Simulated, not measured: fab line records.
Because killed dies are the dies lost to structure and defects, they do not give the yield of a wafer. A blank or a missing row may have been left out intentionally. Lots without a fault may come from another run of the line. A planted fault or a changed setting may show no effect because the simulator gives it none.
A lot that was struck, set against a sound lot -- flow gf180mcu -- 14 out of 602 route steps
Sound: these wafers, L169.2, L169.5, L169.6. Wafers L186.1, L186.4, L186.6 were the ones struck. Last of all comes the cause.
Each step with rows lists, per side, the tool, then ch with its chambers, then its first start. Under that, the readings that differ: sound wafers -- struck wafers -- difference of the means -- sigmas: that difference in standard deviations of wafers without a fault.
alike: a reading whose means differ by less than 2 such deviations, as well as words and numbers matching on both sides. not compared: withheld readings; readings where some wafer has no value; bounds like >300 that might hide an equal value; numbers whose values overlap and for which the record gives no deviation.
The two part at a step that has a row with sigmas, a row that says differs or no value, or rows on one side only. When numbers do not overlap yet have no deviation, they are printed without sigmas and do not part them. A reading missing from all wafers of one side parts the sides only when that side holds two or more wafers.

first, 1 step without rows for these wafers: GF_NWELL_DEVELOP_06 (develop time 60 s).
GF_NWELL_OVL_MEAS_07:
  struck on overlay-01, day 7 03:06; sound on overlay-01, day 3 07:46
  alike: NWELL_OVL
then, 2 steps without rows for these wafers: GF_NWELL_IMPLANT_08; GF_NWELL_IMPLANT_09.
GF_NWELL_STRIP_10: strips in O2/N2.
  sound on plasma-asher-03 ch 0,1, day 3 08:05; struck on plasma-asher-03 ch 0,1, day 7 03:26
  alike: drypump-motor-current-A, heater-power-w, oes-product-au, strip-time-to-endpoint-s
  not compared: rf-hours-counter-h
GF_NWELL_TW_MEAS_11:
  struck on film-metro-04, day 7 03:32; sound on film-metro-02, day 3 08:12
  alike: NWELL_TW
then, 6 steps without rows for these wafers: GF_LVPWELL_DEHYDRATE_00 (time 60 s); GF_LVPWELL_HMDS_01 (prime time 60 s); GF_LVPWELL_COAT_02 (resist thk 3000 nm); GF_LVPWELL_SOFTBAKE_03; GF_LVPWELL_EXPOSE_04 (exposes mask LVPWELL, target cd 600 nm); GF_LVPWELL_PEB_05.
GF_LVPWELL_DEVELOP_06: develop time 60 s.
  sound on litho-track-01 ch 0, day 3 21:00; struck on litho-track-04, day 7 19:00
  no value came back on the struck wafers for chill-plate-temp-C (C), develop-time-s (s), resist-line-temp-C (C); on the sound wafers chill-plate-temp-C (C) reads 22.87 23.06 22.83
GF_LVPWELL_OVL_MEAS_07:
  struck on overlay-02, day 7 19:22; sound on overlay-02, day 3 21:40
reading,sound,struck,difference,sigmas
LVPWELL_OVL (nm),1.2 2.7 0.4,- - -,no value on the struck wafers,

WHERE THEY PART
Earliest at GF_LVPWELL_DEVELOP_06; latest, in this record, at GF_LVPWELL_OVL_MEAS_07.

WHY: what the simulator had put in
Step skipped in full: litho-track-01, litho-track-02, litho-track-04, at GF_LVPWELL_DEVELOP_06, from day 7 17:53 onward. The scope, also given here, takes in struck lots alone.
